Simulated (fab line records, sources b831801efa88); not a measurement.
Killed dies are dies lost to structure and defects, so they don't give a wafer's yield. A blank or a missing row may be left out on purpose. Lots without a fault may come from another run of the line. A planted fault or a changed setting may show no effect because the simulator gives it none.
Which tool did it? | flow sky130 | 14 lots, 42 wafers sampled, at 3 steps of a route of 708

WHAT THE GAUGES READ, wafer by wafer
SKY_VT_ADJUST_PCH_OVL_MEAS_07.
lot  | measured     | on         | VT_ADJUST_PCH_OVL (nm)
L566 | day 10 14:17 | overlay-01 | 0.4 0.9 2.0
L567 | day 10 18:31 | overlay-02 | -1.7 -2.2 -2.9
L568 | day 11 05:20 | overlay-01 | -0.3 -0.2 0.3
L569 | day 11 15:37 | overlay-01 | -2.1 -0.7 0.8
L570 | day 11 21:07 | overlay-01 | -1.1 0.5 0.0
L572 | day 12 11:31 | overlay-01 | 0.3 -0.9 -1.1
L573 | day 12 22:52 | overlay-02 | -0.9 -0.4 -0.5
L575 | day 13 07:16 | overlay-01 | 0.6 2.6 -0.1
L576 | day 13 15:32 | overlay-01 | 0.4 0.1 1.0
L581 | day 15 04:18 | overlay-02 | -1.5 -0.7 -0.9
L583 | day 15 22:28 | overlay-01 | 1.2 0.5 2.0
L585 | day 16 14:28 | overlay-01 | -0.7 -0.2 0.2
L588 | day 17 13:50 | overlay-01 | -1.7 0.2 0.7
L589 | day 17 17:14 | overlay-01 | 1.4 -0.8 0.9

SKY_SONOS_TUNNEL_CD_MEAS_07: target cd 410 nm.
lot  | measured     | on        | cd_nm (nm)
L566 | day 11 13:42 | cd_sem-01 | 413.3 413.0 413.4
L567 | day 11 17:59 | cd_sem-02 | 411.4 411.7 413.5
L568 | day 12 04:52 | cd_sem-02 | 412.4 412.2 410.5
L569 | day 12 16:31 | cd_sem-02 | 412.4 409.8 410.2
L570 | day 12 22:07 | cd_sem-02 | 406.3 409.8 407.5
L572 | day 13 12:04 | cd_sem-02 | 409.9 407.5 405.0
L573 | day 14 00:13 | cd_sem-02 | 407.8 408.9 408.4
L575 | day 14 09:13 | cd_sem-01 | 407.8 408.1 405.8
L576 | day 14 17:52 | cd_sem-01 | 412.9 411.8 412.1
L581 | day 16 07:42 | cd_sem-02 | 407.8 409.8 411.5
L583 | day 17 03:05 | cd_sem-01 | 407.2 407.2 408.6
L585 | day 17 19:38 | cd_sem-01 | 410.2 412.8 413.2
L588 | day 18 20:35 | cd_sem-02 | 412.3 411.5 412.3
L589 | day 18 23:55 | cd_sem-01 | 410.2 407.4 410.9

SKY_LDD_P_OVL_MEAS_08.
lot  | measured     | on         | LDD_P_OVL (nm)
L566 | day 19 01:10 | overlay-01 | -1.2 -1.0 0.2
L567 | day 19 07:27 | overlay-02 | -0.2 0.0 -2.7
L568 | day 19 17:15 | overlay-01 | 0.5 2.5 1.5
L569 | day 20 13:41 | overlay-01 | 0.6 -1.8 -0.3
L570 | day 20 23:56 | overlay-01 | 0.1 1.5 1.4
L572 | day 21 20:12 | overlay-02 | -1.4 -2.7 -0.8
L573 | day 22 05:24 | overlay-02 | -1.5 -1.2 -1.7
L575 | day 22 21:17 | overlay-01 | 0.8 -1.4 -2.2
L576 | day 23 02:00 | overlay-02 | -0.2 1.1 0.8
L581 | day 24 17:41 | overlay-02 | -1.4 -1.3 -1.4
L583 | day 25 20:08 | overlay-01 | 0.3 -1.6 -0.6
L585 | day 26 05:01 | overlay-01 | 0.0 0.7 -0.6
L588 | day 27 07:22 | overlay-02 | -2.6 -1.4 -2.0
L589 | day 27 13:04 | overlay-01 | 1.5 2.5 1.4

WHICH TOOL RAN EACH LOT (tool, then ch and the chambers of the sampled wafers, then the start)
The record holds no process step before these readings.

WHAT THE TOOLS THEMSELVES READ (means of the sampled wafers that have a number; where no wafer has one, the mark that the record gives instead)
The record holds no such reading with a usual standard deviation.

THE ANSWER, worked out from the rows above alone
Rule: what is usual is taken from the lots themselves. Put in order of their means at a reading, lots are off if they are a third of the lots or fewer, leave a main group of 4 or more, and stand apart from it by a gap of 3 or more times the standard deviation of the main group's means; of several such gaps the widest counts. A main group whose means are all the same, to the digits that the tables above print for the reading, isn't used. A lot without any number at a reading at which 4 lots or more have one is off too. The other lots that the step has rows for count as sound. The gauges are gone through in route order, then the tools' own readings, and for those a lot's mean is taken as printed above. The first step at which some lot is off is used, and at that step the reading that is off furthest; a lot without a number counts as furthest.
No lot is off at any reading shown: from this, nothing can be told.

WHAT THE SIMULATOR HAD PUT IN
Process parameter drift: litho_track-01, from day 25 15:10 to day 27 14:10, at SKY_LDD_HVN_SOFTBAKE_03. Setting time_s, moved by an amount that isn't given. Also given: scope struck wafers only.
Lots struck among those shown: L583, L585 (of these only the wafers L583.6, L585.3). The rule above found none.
